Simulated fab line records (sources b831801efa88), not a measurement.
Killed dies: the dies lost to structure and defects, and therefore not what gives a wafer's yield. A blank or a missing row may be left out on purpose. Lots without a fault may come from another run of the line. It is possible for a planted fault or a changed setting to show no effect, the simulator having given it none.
Code-filled problem report in 8D (eight disciplines) form / flow gf180mcu / the parts of the form that need people (team, actions taken, sign-off) are left out

== 1. PROBLEM STATEMENT ==
Wafers with no fault read 6500.0 W with a standard deviation of 1.2, whereas cathodeDcPowerW at GF_M1_SPUTTER_04 reads a mean of 4931.3 W on 1 wafer of 1 lot. That is -99 or more standard deviations from the usual mean.
The step: material TiN, target thk 50 nm, time 41.7 s.
Earliest sighting: wafer L222.3 on pvdSputter-01 at day 16 21:29. The record holds 36 wafers of 12 lots with a number at this step. The rule behind "out" and "out of limits": a value lying over 4 standard deviations away from the usual mean. Any other wafer with a number is counted as sound.

== 2. WHAT IT IS, AND WHAT IT ISN'T ==
question=which readings at this step | is=cathodeDcPowerW | is not=throttleValvePct
question=which lots | is=L222 | is not=L221, L228, L231, L233, L234, L235, L236, L237, L238, L239, L240
question=which wafers of those lots | is=L222.3 | is not=L222.4, L222.6
question=read on which tools | is=pvdSputter-01 | is not=pvdSputter-02, pvdSputter-04
question=when | is=from day 16 21:29 | is not=up to then (5 sound wafers); but 30 sound wafers of L228, L231, L233, L234, L235, L236, L237, L238, L239, L240 came after

== 3. WHAT RULES OUT EACH SUSPECT ==
Counting: any tool at a process step up to the reading remains a suspect provided it ran every lot that is out. Sound lots after the first of them don't rule it out here, since some wafers of a struck lot are sound.
- lithoTrack-04 at GF_CONTACT_PEB_12 (peb time 92.36 s): kept. It ran the lot that is out, L222 (day 16 20:37). GF_CONTACT_PEB_12 gives no start for some lots, so the hours and the order of its lots are those of GF_CONTACT_SPUTTER_22.
- pvdSputter-04 at GF_CONTACT_SPUTTER_22 (material Ti, target thk 15 nm, time 80.02 s): kept. It ran the lot that is out, L222 (day 16 20:37).
- pvdSputter-01 at GF_M1_SPUTTER_04 (material TiN, target thk 50 nm, time 41.7 s): kept. It processed L222, the lot that is out, at day 16 21:29, and its most recent sound lot before then was L221 at day 16 15:03. Out on those wafers are its own readings of cathodeDcPowerW.
Still standing after the count: lithoTrack-04 at GF_CONTACT_PEB_12, pvdSputter-04 at GF_CONTACT_SPUTTER_22, pvdSputter-01 at GF_M1_SPUTTER_04.

== 4. THE CAUSE (what the simulator had put in) ==
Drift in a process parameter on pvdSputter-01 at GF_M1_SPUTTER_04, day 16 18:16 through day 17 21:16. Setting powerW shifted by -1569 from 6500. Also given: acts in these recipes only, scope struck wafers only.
3 suspects survive the count, and this tool is in that group.

== 5. THE CHAIN OF EFFECTS, in route order ==
Each row: a reading whose mean over the struck wafers that have a number lies more than 3 standard deviations from the usual. Scope: only readings with a usual standard deviation given in the record; hours: median across lots of the time from each lot's start at the first step in this table that gives one to its start at this step; sigmas: change in usual standard deviations.
hours=0; step=GF_M1_SPUTTER_04; reading=cathodeDcPowerW; usual=6500.0 W; on struck wafers=4931.3; change=-1568.7; sigmas=-99 or more
hours=0; step=GF_M1_THK_MEAS_06; reading=M1_ALCU_THK; usual=448 nm; on struck wafers=464; change=+16; sigmas=+3.7
Its process steps:
- GF_M1_SPUTTER_04: material TiN, target thk 50 nm, time 41.7 s.
At these later measuring or inspecting steps, every struck wafer for which the step has a row has a number for every such reading, and none has moved that far: GF_M1_OVL_MEAS_15.

== 6. WHAT WOULD HAVE CAUGHT IT SOONER ==
In this record the first reading out of limits was taken at day 16 21:29, 3 hours after the fault began at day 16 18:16.
